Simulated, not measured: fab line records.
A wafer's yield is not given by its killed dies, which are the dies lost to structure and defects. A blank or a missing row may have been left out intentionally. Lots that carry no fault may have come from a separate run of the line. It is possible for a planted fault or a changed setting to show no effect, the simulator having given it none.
fab line records	flow sky130
[record] lots = 5	wafers = 15	last_day = 50
route steps=708 shown LI_CONTACT@375 LOCAL_INTERCONNECT@387
lots that met no fault: from a run of the same line without faults
start_h: the number of hours between the record's first day and the start of the first shown wafer of the lot	wait_h: how many hours have passed since the lot's step before this one	" unchanged from the row above	L1.1+2: a row that stands for several wafers	- either no value or no given start	* or withheld: withheld	< > ~ a bound
route shown NAME@n: names a module that has steps shown in the file, with the first one's number in the route	usual: average and standard deviation across the fault-free wafers	same: alike in all rows	chamber/n: place in a boat	sites: readings site by site	_std_site: the standard deviation of these	_edge_site: inner sites' mean taken away from outer sites' mean	radius_mm: for every site, how far away it sits from the centre of the wafer	mask NAME#n: copy n	behind: the last tool/chamber to shape the wafer	hold: what put the lot on hold/how long, in hours/how the hold closed	device: transistor that didn't switch, given as n, p or np	end of line: the route-end tests of the same wafers	a step without rows: its recipe alone	killed: the dies lost at the first sort to structure and to defects; this is not the yield of the wafer	map: a wafer's dies, marking killed ones x, the rest . and places with no die _
set.NAME: the setting the step ran with; set.NAME@STEP: the setting that earlier step ran with	model.NAME: the simulator's own value behind a step, which no gauge read
lots seen at some steps along the route; tables by step, rows by wafer
services: from which hour (start_h, from the record's first day; less than 0 if before it) a tool's chamber was out of use, for how many hours, and why
[[steps]]
[step SKY_LI_CONTACT_OVL_MEAS_13]
[usual] LI_CONTACT_OVL = -6/5.5
lot.wafer	tool	chamber	start_h	wait_h	LI_CONTACT_OVL[nm]
L970.2	overlay-01	-	747.88	0.1	-8
L970.4	"	-	"	"	-2
L970.5	"	-	"	"	-8
L972.1	overlay-02	-	763.57	0.1	0
L972.2	"	-	"	"	-9
L972.5	"	-	"	"	-6
L974.2	overlay-01	-	780.88	0.1	-14
L974.3	"	-	"	"	-5
L974.4	"	-	"	"	-14
L976.3	overlay-01	-	789.18	0.1	-7
L976.4	"	-	"	"	0
L976.5	"	-	"	"	-7
L986.1	overlay-01	-	862.98	0.1	-17
L986.4	"	-	"	"	-9
L986.6	"	-	"	"	-4
[step SKY_LI_CONTACT_ETCH_14]
[recipe] chemistry = N2/H2	target = BARC	ion_energy_ev = 200	source_w = 500	bias_w = 100	pressure_mtorr = 30	n2_flow_sccm = 100	h2_flow_sccm = 200	stop_on = SiO2	time_s = 45.9	target_depth_a = 600
[usual] drypump_motor_current_A = 5.9/0.48	oes_product_au = 0.855/0.0044	rf_fwd_power_W = 495.2/2	throttle_valve_pct = 13.225/0.0092
lot.wafer	tool	chamber	start_h	wait_h	drypump_motor_current_A	oes_product_au	rf_fwd_power_W	rf_hours_counter_h	throttle_valve_pct
L970.2	rie_diel-01	2	747.91	0.0	5.7	0.855	497.4	7	13.211
L970.4	"	3	"	"	6.7	0.852	496.9	11	13.231
L970.5	"	0	"	"	5.3	0.850	495.1	-	13.228
L972.1	rie_diel-01	3	763.61	0.0	6.6	0.851	496.7	11	13.230
L972.2	"	2	"	"	5.6	0.851	496.8	7	13.221
L972.5	"	3	"	"	6.7	0.856	495.4	-	13.225
L974.2	rie_diel-04	2	780.91	0.0	6.4	0.856	492.2	6	13.236
L974.3	"	3	"	"	6.6	0.860	495.0	0	13.218
L974.4	"	3	"	"	6.6	0.854	494.6	-	13.228
L976.3	rie_diel-02	0	789.21	0.0	5.6	0.856	493.1	18	13.225
L976.4	"	1	"	"	6.1	0.858	497.6	15	13.226
L976.5	"	1	"	"	6.1	0.858	496.9	-	13.234
L986.1	rie_diel-01	0	863.02	0.0	5.2	0.854	493.8	15	13.234
L986.4	"	2	"	"	5.6	0.850	498.1	10	13.220
L986.6	"	0	"	"	5.3	0.859	494.0	-	13.231
[step SKY_LI_CONTACT_ETCH_15]
[recipe] target = PSG	chemistry = C4F8/O2/Ar	stop_on = Si	taper_deg = 4.15	mask_material = KrF-thick	source_w = 1500	bias_w = 1200	pressure_mtorr = 40	c4f8_flow_sccm = withheld	O2_flow_sccm = 6	Ar_flow_sccm = 300	time_s = withheld	target_depth_a = 6000
[usual] oes_product_au = 0.838/0.0041	rf_fwd_power_W = 1492/5.2
lot.wafer	tool	chamber	start_h	wait_h	oes_product_au	rf_fwd_power_W
L970.2	rie_diel-01	2	747.95	0.0	0.839	1498
L970.4	"	3	"	"	0.841	1492
L970.5	"	0	"	"	0.841	1498
L972.1	rie_diel-01	3	763.65	0.0	0.838	1499
L972.2	"	2	"	"	0.840	1496
L972.5	"	3	"	"	0.838	1495
L974.2	rie_diel-04	2	780.96	0.0	0.833	1494
L974.3	"	3	"	"	0.837	1495
L974.4	"	3	"	"	0.834	1488
L976.3	rie_diel-02	0	789.25	0.0	0.837	1488
L976.4	"	1	"	"	0.837	1485
L976.5	"	1	"	"	0.835	1493
L986.1	rie_diel-01	0	863.06	0.0	0.839	1482
L986.4	"	2	"	"	0.842	1490
L986.6	"	0	"	"	0.836	1490
[step SKY_LI_CONTACT_STRIP_16]
[recipe] chemistry = O2/N2	power_w = 1400	pressure_mtorr = 1500	platen_temp_c = withheld	o2_flow_sccm = 3000	n2_flow_sccm = 300	overash_fraction = 0.5
[step SKY_LI_CONTACT_CLEAN_17]
[recipe] chemistry = NMP	time_s = 600	temp_c = 60	dry = n2_spin
[step SKY_LI_CONTACT_PRE_CLEAN_18]
[recipe] gas = Ar	time_s = 5.6	bias_v = 358
[step SKY_LI_CONTACT_SPUTTER_19]
[recipe] material = Ti	target_thk_nm = 20	chamber_pressure_pa = 5	power_w = 2500	substrate_temp_c = 200	time_s = 106.37
[step SKY_LI_CONTACT_SPUTTER_20]
[recipe] material = TiN	target_thk_nm = 20	chamber_pressure_pa = 5	power_w = 4000	time_s = 80
[usual] cathode_dc_power_W = 4000.0/0.63	throttle_valve_pct = 29.9/1.3
lot.wafer	tool	chamber	start_h	wait_h	cathode_dc_power_W	throttle_valve_pct
L970.2	pvd_sputter-01	-	748.41	0.0	4000.3	28.7
L970.4	"	-	"	"	3999.8	31.8
L970.5	"	-	"	"	3999.9	28.5
L972.1	pvd_sputter-03	-	764.11	0.0	3999.8	29.9
L972.2	"	-	"	"	3999.3	30.7
L972.5	"	-	"	"	3999.5	31.4
L974.2	pvd_sputter-01	-	781.41	0.0	3999.4	28.3
L974.3	"	-	"	"	3999.9	30.6
L974.4	"	-	"	"	3999.3	29.6
L976.3	pvd_sputter-01	-	789.72	0.0	4000.1	30.0
L976.4	"	-	"	"	4000.2	28.4
L976.5	"	-	"	"	4000.2	29.8
L986.1	pvd_sputter-04	-	863.51	0.0	3999.9	28.2
L986.4	"	-	"	"	3999.4	28.4
L986.6	"	-	"	"	3998.7	28.5
[step SKY_LI_CONTACT_CVD_21]
[recipe] material = W	target_thk_nm = 400	time_s = 120.56	temp_c = 400	pressure_torr = 40
[step SKY_LI_CONTACT_RS_MEAS_22]
[recipe] thk_meas_gauge = four-point-probe	reads = W_of_LI_CONTACT_CVD_21+TiN_of_LI_CONTACT_SPUTTER_20+Ti_of_LI_CONTACT_SPUTTER_19
[usual] LI_CONTACT_W_RS = 0.285/0.0054
lot.wafer	tool	chamber	start_h	wait_h	LI_CONTACT_W_RS[ohm/sq]
L970.2	film_metro-04	-	748.61	0.1	0.294
L970.4	"	-	"	"	0.293
L970.5	"	-	"	"	0.292
L972.1	film_metro-02	-	764.29	0.1	0.277
L972.2	"	-	"	"	0.290
L972.5	"	-	"	"	0.293
L974.2	film_metro-01	-	781.62	0.1	0.290
L974.3	"	-	"	"	0.289
L974.4	"	-	"	"	0.284
L976.3	film_metro-01	-	789.95	0.1	0.277
L976.4	"	-	"	"	0.289
L976.5	"	-	"	"	0.278
L986.1	film_metro-04	-	863.70	0.1	0.285
L986.4	"	-	"	"	0.286
L986.6	"	-	"	"	0.284
[step SKY_LI_CONTACT_THK_MEAS_23]
[recipe] thk_meas_gauge = xrf	reads = W_of_LI_CONTACT_CVD_21
[usual] LI_CONTACT_W_THK = 387/7.5
lot.wafer	tool	chamber	start_h	wait_h	LI_CONTACT_W_THK[nm]
L970.2	film_metro-04	-	748.72	0.1	372
L970.4	"	-	"	"	374
L970.5	"	-	"	"	376
L972.1	film_metro-02	-	764.41	0.1	402
L972.2	"	-	"	"	381
L972.5	"	-	"	"	381
L974.2	film_metro-01	-	781.73	0.1	380
L974.3	"	-	"	"	380
L974.4	"	-	"	"	388
L976.3	film_metro-01	-	790.05	0.1	396
L976.4	"	-	"	"	382
L976.5	"	-	"	"	394
L986.1	film_metro-04	-	863.82	0.1	387
L986.4	"	-	"	"	385
L986.6	"	-	"	"	385
[step SKY_LI_CONTACT_CMP_24]
[recipe] stop_on = PSG	t_overpolish_s = 20	down_force_psi = 3.5	platen_rpm = 60	target_thk_nm = 0	pad_velocity_m_s = 0.94248
[usual] edge_zone_pressure_frac = 1.000/0.0042	motor_current_A = 11.1/0.98	overpolish_run_s = 20.001/0.0087	time_to_endpoint_s = 97/3.8
lot.wafer	tool	chamber	start_h	wait_h	edge_zone_pressure_frac	motor_current_A	overpolish_run_s	time_to_endpoint_s
L970.2	cmp-02	1	748.77	0.0	0.995	11.9	19.985	92
L970.4	"	2	"	"	0.993	12.1	20.008	93
L970.5	"	2	"	"	0.996	11.9	20.006	95
L972.2	cmp-01	2	764.52	0.1	0.998	11.1	19.992	92
L972.1	"	3	"	"	1.001	10.1	20.003	97
L972.5	"	2	"	"	1.001	10.8	19.997	90
L974.2	cmp-01	0	781.78	0.0	1.001	11.8	19.996	94
L974.3	"	2	"	"	0.999	9.9	20.007	92
L974.4	"	3	"	"	1.003	10.3	19.995	90
L976.3	cmp-02	1	790.09	0.0	0.997	12.7	19.991	94
L976.4	"	2	"	"	1.005	11.6	19.990	93
L976.5	"	2	"	"	1.002	11.3	20.006	98
L986.1	cmp-01	2	863.98	0.1	1.000	10.8	19.987	98
L986.4	"	3	"	"	1.001	10.3	19.996	96
L986.6	"	1	"	"	0.997	9.7	20.006	99
[step SKY_LOCAL_INTERCONNECT_SPUTTER_00]
[recipe] material = TiN	target_thk_nm = 100	temp_c = 300	power_w = 6500	time_s = 83.3	chamber_pressure_pa = 0.4
[usual] cathode_dc_power_W = 6499.8/1.2	throttle_valve_pct = 29.8/1.2
lot.wafer	tool	chamber	start_h	wait_h	cathode_dc_power_W	throttle_valve_pct	model.TiN_of_LOCAL_INTERCONNECT_SPUTTER_00.thk_nm
L970.2	pvd_sputter-02	-	749.07	0.2	6499.2	29.9	99.3
L970.4	"	-	"	"	6500.0	29.3	100.6
L970.5	"	-	"	"	6499.1	31.3	100.1
L972.1	pvd_sputter-04	-	764.77	0.1	6500.7	28.5	99.52
L972.2	"	-	"	"	6497.9	31.6	100.3
L972.5	"	-	"	"	6499.2	31.8	101.3
L974.2	pvd_sputter-03	-	782.08	0.2	6500.8	31.2	100.6
L974.3	"	-	"	"	6499.1	31.0	98.79
L974.4	"	-	"	"	6500.1	29.5	99.79
L976.3	pvd_sputter-02	-	790.39	0.2	6500.4	29.3	100.8
L976.4	"	-	"	"	7596.8	29.8	118
L976.5	"	-	"	"	7599.0	29.8	117.4
L986.1	pvd_sputter-03	-	864.18	0.1	6500.3	29.5	99.07
L986.4	"	-	"	"	6500.6	31.2	99.66
L986.6	"	-	"	"	6498.6	28.3	99.9
[step SKY_LOCAL_INTERCONNECT_RS_MEAS_01]
[recipe] thk_meas_gauge = four-point-probe	reads = TiN_of_LOCAL_INTERCONNECT_SPUTTER_00
[usual] LOCAL_INTERCONNECT_TIN_RS = 14.11/0.13
lot.wafer	tool	chamber	start_h	wait_h	hold	LOCAL_INTERCONNECT_TIN_RS[ohm/sq]
L970.2	film_metro-01	-	749.16	0.1	-	14.23
L970.4	"	-	"	"	-	14.02
L970.5	"	-	"	"	-	14.13
L972.1	film_metro-01	-	764.83	0.0	-	14.22
L972.2	"	-	"	"	-	14.07
L972.5	"	-	"	"	-	13.93
L974.2	film_metro-02	-	782.16	0.1	-	14.03
L974.3	"	-	"	"	-	14.32
L974.4	"	-	"	"	-	14.14
L976.3	film_metro-02	-	790.49	0.1	await_dispo/0.2h/release	14.02
L976.4	"	-	"	"	await_dispo/0.2h/release	11.89
L976.5	"	-	"	"	await_dispo/0.2h/release	11.95
L976.3	film_metro-02	-	790.83	0.3	-	14.03
L976.4	"	-	"	"	-	11.87
L976.5	"	-	"	"	-	11.95
L986.1	film_metro-03	-	864.24	0.0	-	14.28
L986.4	"	-	"	"	-	14.18
L986.6	"	-	"	"	-	14.14
[step SKY_LOCAL_INTERCONNECT_THK_MEAS_02]
[recipe] thk_meas_gauge = xrf	reads = TiN_of_LOCAL_INTERCONNECT_SPUTTER_00
[usual] LOCAL_INTERCONNECT_TIN_THK = 98.1/0.88
lot.wafer	tool	chamber	start_h	wait_h	hold	LOCAL_INTERCONNECT_TIN_THK[nm]
L970.2	film_metro-01	-	749.27	0.1	-	97.0
L970.4	"	-	"	"	-	98.1
L970.5	"	-	"	"	-	98.0
L972.1	film_metro-01	-	764.95	0.1	-	97.5
L972.2	"	-	"	"	-	97.9
L972.5	"	-	"	"	-	99.3
L974.2	film_metro-02	-	782.27	0.1	-	98.6
L974.3	"	-	"	"	-	97.0
L974.4	"	-	"	"	-	97.7
L976.3	film_metro-02	-	792.19	1.3	await_dispo/0.2h/release	98.5
L976.4	"	-	"	"	await_dispo/0.2h/release	115.2
L976.5	"	-	"	"	await_dispo/0.2h/release	115.4
L976.3	film_metro-02	-	792.42	0.2	-	98.7
L976.4	"	-	"	"	-	115.5
L976.5	"	-	"	"	-	115.3
L986.1	film_metro-03	-	864.36	0.1	-	97.1
L986.4	"	-	"	"	-	98.2
L986.6	"	-	"	"	-	98.1
[step SKY_LOCAL_INTERCONNECT_HMDS_04]
[recipe] prime_time_s = 60	prime_temp_c = 120
[step SKY_LOCAL_INTERCONNECT_COAT_05]
[recipe] resist = BARC	temp_c = withheld	time_s = withheld	spin_rpm = 3000	resist_thk_nm = 60
[step SKY_LOCAL_INTERCONNECT_COAT_06]
[recipe] resist = KrF-thick	spin_rpm = 3000	resist_thk_nm = 450
[step SKY_LOCAL_INTERCONNECT_SOFTBAKE_07]
[recipe] temp_c = 100	time_s = 90	resist = KrF-thick
[step SKY_LOCAL_INTERCONNECT_EXPOSE_08]
[recipe] mask_id = LI1M	na = 0.8	source_shape = annular	sigma_inner = 0.55	sigma_outer = 0.85	target_cd_nm = 170	dose_mj = 28
[step SKY_LOCAL_INTERCONNECT_PEB_09]
[recipe] peb_temp_c = withheld	peb_time_s = withheld	resist = KrF-thick
[step SKY_LOCAL_INTERCONNECT_DEVELOP_10]
[recipe] develop_time_s = 60	resist = KrF-thick	dev_temp_c = 21
[step SKY_LOCAL_INTERCONNECT_CD_MEAS_11]
[recipe] target_cd_nm = 170
[usual] cd_nm = 169.6/1.7
lot.wafer	tool	chamber	start_h	wait_h	cd_nm
L970.2	cd_sem-01	-	775.45	-	170.5
L970.4	"	-	"	"	169.8
L970.5	"	-	"	"	170.5
L972.1	cd_sem-02	-	791.21	-	169.7
L972.2	"	-	"	"	169.4
L972.5	"	-	"	"	170.9
L974.2	cd_sem-02	-	807.28	-	170.0
L974.3	"	-	"	"	170.2
L974.4	"	-	"	"	168.3
L976.3	cd_sem-02	-	815.48	-	171.2
L976.4	"	-	"	"	170.9
L976.5	"	-	"	"	169.5
L986.1	cd_sem-01	-	890.06	-	170.3
L986.4	"	-	"	"	169.5
L986.6	"	-	"	"	169.8
[step SKY_LOCAL_INTERCONNECT_OVL_MEAS_12]
[usual] LOCAL_INTERCONNECT_OVL = -2/5.5
lot.wafer	tool	chamber	start_h	wait_h	LOCAL_INTERCONNECT_OVL[nm]
L970.2	overlay-01	-	775.56	0.1	6
L970.4	"	-	"	"	1
L970.5	"	-	"	"	-5
L972.1	overlay-02	-	791.33	0.1	-9
L972.2	"	-	"	"	1
L972.5	"	-	"	"	-4
L974.2	overlay-02	-	807.39	0.1	2
L974.3	"	-	"	"	0
L974.4	"	-	"	"	2
L976.3	overlay-02	-	815.57	0.1	-8
L976.4	"	-	"	"	-1
L976.5	"	-	"	"	1
L986.1	overlay-02	-	890.18	0.1	6
L986.4	"	-	"	"	0
L986.6	"	-	"	"	-4
[step SKY_LOCAL_INTERCONNECT_ETCH_13]
[recipe] chemistry = N2/H2	target = BARC	ion_energy_ev = 200	bias_w = 100	pressure_mtorr = 30	n2_flow_sccm = 100	h2_flow_sccm = 200	icp_w = 500	stop_on = SiO2	time_s = 45.9	target_depth_a = 600
[usual] drypump_motor_current_A = 5.9/0.36	oes_product_au = 0.854/0.005	rf_fwd_power_W = 495.6/2.1	throttle_valve_pct = 13.223/0.0088
lot.wafer	tool	chamber	start_h	wait_h	drypump_motor_current_A	oes_product_au	rf_fwd_power_W	rf_hours_counter_h	throttle_valve_pct
L970.2	rie_metal-04	0	775.59	0.0	6.2	0.859	496.5	10	13.220
L970.4	"	1	"	"	5.2	0.850	497.9	-	13.220
L970.5	"	0	"	"	6.2	0.858	498.5	-	13.230
L972.1	rie_metal-02	0	791.37	0.0	6.0	0.850	495.0	18	13.238
L972.2	"	1	"	"	6.1	0.851	494.3	16	13.211
L972.5	"	1	"	"	6.1	0.860	494.4	-	13.224
L974.2	rie_metal-04	1	807.42	0.0	5.2	0.846	500.0	7	13.228
L974.3	"	0	"	"	6.2	0.851	499.7	-	13.228
L974.4	"	1	"	"	5.2	0.847	496.5	-	13.222
L976.3	rie_metal-03	1	815.61	0.0	6.0	0.849	493.9	-	13.229
L976.4	"	0	"	"	5.9	0.854	493.6	-	13.229
L976.5	"	0	"	"	5.9	0.866	496.2	-	13.230
L986.1	rie_metal-02	0	890.22	0.0	6.0	0.859	493.9	4	13.208
L986.4	"	0	"	"	6.0	0.861	492.5	-	13.213
L986.6	"	0	"	"	6.0	0.859	496.1	-	13.191
[step SKY_LOCAL_INTERCONNECT_METAL_ETCH_14]
[recipe] target_depth_nm = 110	stop_on = PSG	chemistry = Cl2/BCl3	target = TiN	resist_sidewall_deg = 88	pressure_mtorr = 10	icp_w = 900	bias_w = 48.5	Cl2_flow_sccm = 60	bcl3_flow_sccm = 30	time_s = 31.4
[usual] drypump_motor_current_A = 5.9/0.37	oes_product_au = 0.941/0.0064	rf_fwd_power_W = 890/3.7	throttle_valve_pct = 21.902/0.0094
lot.wafer	tool	chamber	start_h	wait_h	drypump_motor_current_A	oes_product_au	rf_fwd_power_W	rf_hours_counter_h	throttle_valve_pct
L970.2	rie_metal-04	0	775.65	0.0	6.2	0.937	892	10	21.912
L970.4	"	1	"	"	5.2	0.943	891	-	21.913
L970.5	"	0	"	"	6.2	0.941	891	-	21.900
L972.1	rie_metal-02	0	791.43	0.0	6.0	0.938	884	18	21.897
L972.2	"	1	"	"	6.1	0.940	886	16	21.893
L972.5	"	1	"	"	6.1	0.948	889	-	21.902
L974.2	rie_metal-04	1	807.48	0.0	5.2	0.945	893	7	21.906
L974.3	"	0	"	"	6.2	0.936	894	-	21.900
L974.4	"	1	"	"	5.1	0.934	893	-	21.903
L976.3	rie_metal-03	1	815.67	0.0	6.0	0.949	888	-	21.898
L976.4	"	0	"	"	5.9	0.997	889	-	21.882
L976.5	"	0	"	"	5.9	0.998	887	-	21.858
L986.1	rie_metal-02	0	890.34	0.1	6.0	0.942	890	4	21.911
L986.4	"	0	"	"	6.0	0.943	887	-	21.911
L986.6	"	0	"	"	6.0	0.938	888	-	21.894
[step SKY_LOCAL_INTERCONNECT_STRIP_15]
[recipe] chemistry = O2/N2	power_w = 1400	pressure_mtorr = 1500	platen_temp_c = withheld	o2_flow_sccm = 3000	n2_flow_sccm = 300	overash_fraction = 0.5
[step SKY_LOCAL_INTERCONNECT_STRIP_16]
[recipe] chemistry = post_etch_residue_remover	time_s = 1200	temp_c = 72.5
[usual] bath_heat_duty_pct = 13.9/1.6
lot.wafer	tool	chamber	start_h	wait_h	bath_heat_duty_pct	model.TiN_of_LOCAL_INTERCONNECT_SPUTTER_00.thk_nm
L970.2	wet_bench-03	3	775.81	0.1	15.9	98.89
L970.4	"	3	"	"	15.5	100.2
L970.5	"	3	"	"	14.5	99.73
L972.1	wet_bench-01	3	791.58	0.1	11.6	99.1
L972.2	"	3	"	"	12.9	99.91
L972.5	"	3	"	"	11.2	100.9
L974.2	wet_bench-02	3	807.63	0.1	17.9	100.2
L974.3	"	3	"	"	16.1	98.37
L974.4	"	3	"	"	15.7	99.37
L976.3	wet_bench-01	1	815.81	0.0	14.3	100.3
L976.4	"	1	"	"	15.7	117.5
L976.5	"	1	"	"	15.5	117
L986.1	wet_bench-02	0	890.54	0.1	12.3	98.65
L986.4	"	0	"	"	12.4	99.24
L986.6	"	0	"	"	12.7	99.48
[step SKY_LOCAL_INTERCONNECT_CLEAN_17]
[recipe] chemistry = IPA	time_s = 180	temp_c = 25
[[services]]
tool	chamber	start_h	hours	kind
cmp-02	-	729.73	4.8	pm
rie_metal-03	-	730.67	0.6	repair
pvd_sputter-01	-	742.84	2.4	repair
rie_metal-03	-	746.87	1.4	pm
cmp-01	-	757.05	4.0	pm
cmp-02	-	761.05	9.3	pm
rie_diel-04	2	761.99	6.4	repair
rie_diel-02	-	780.89	0.5	repair
pvd_sputter-04	-	783.67	8.1	repair
rie_diel-01	0	784.14	9.5	repair
rie_metal-04	-	787.46	0.1	repair
pvd_sputter-03	-	789.45	3.3	repair
rie_diel-01	-	791.67	2.8	pm
rie_diel-02	2	814.58	6.8	repair
rie_diel-01	0	818.92	8.0	repair
cmp-02	-	822.07	1.0	repair
pvd_sputter-01	-	831.39	9.1	repair
rie_metal-04	-	835.32	0.7	repair
pvd_sputter-01	-	837.31	6.6	repair
pvd_sputter-01	-	854.90	13.0	repair
rie_metal-02	1	863.70	17.8	repair
rie_diel-04	0	866.89	2.3	repair
rie_diel-02	2	867.48	40.0	repair
rie_diel-04	0	870.98	1.5	repair
[[key]]
[first_sign] step = SKY_LOCAL_INTERCONNECT_SPUTTER_00	reading = cathode_dc_power_W	direction = up	sigmas = 99+	usual = 6499.8	struck = 7597.9
[effect] step = SKY_LOCAL_INTERCONNECT_RS_MEAS_01	reading = visit	direction = added
[effect] step = SKY_LOCAL_INTERCONNECT_RS_MEAS_01	reading = LOCAL_INTERCONNECT_TIN_RS	direction = down	sigmas = 16	usual = 14.11	struck = 11.92
[effect] step = SKY_LOCAL_INTERCONNECT_THK_MEAS_02	reading = visit	direction = added
[effect] step = SKY_LOCAL_INTERCONNECT_THK_MEAS_02	reading = LOCAL_INTERCONNECT_TIN_THK	direction = up	sigmas = 20	usual = 98.1	struck = 115.3
[effect] step = SKY_LOCAL_INTERCONNECT_METAL_ETCH_14	reading = oes_product_au	direction = up	sigmas = 8.8	usual = 0.941	struck = 0.998
[model_effect] step = SKY_LOCAL_INTERCONNECT_SPUTTER_00	value = TiN_of_LOCAL_INTERCONNECT_SPUTTER_00.thk_nm	without = 100.8	struck = 117.7
[model_effect] step = SKY_LOCAL_INTERCONNECT_STRIP_16	value = TiN_of_LOCAL_INTERCONNECT_SPUTTER_00.thk_nm	without = 100.4	struck = 117.3
met_at SKY_LOCAL_INTERCONNECT_SPUTTER_00
struck_wafers L976.4,L976.5
sort_left_out L976.4,L976.5
tester_left_out L976
onset_between 749.07 790.39
[fault] kind = process_parameter_drift	tool = pvd_sputter-02	chamber = -	onset_h = 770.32	steps = SKY_LOCAL_INTERCONNECT_SPUTTER_00	channel = power_w	offset = *	shape = step	end_h = 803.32	acts_in = *	stated = *	scope = struck_wafers_only
// tester_left_out: of these lots the tester's yield and bins aren't shown, on N5 and GAA mostly nor the transistor test; their killed dies are dies lost to structure and defects alone, not to doping, threshold or leakage, so they don't give the yield
// sort_left_out: the simulated sort isn't trusted on such a fault, so these wafers' sort isn't shown, and their yield isn't known
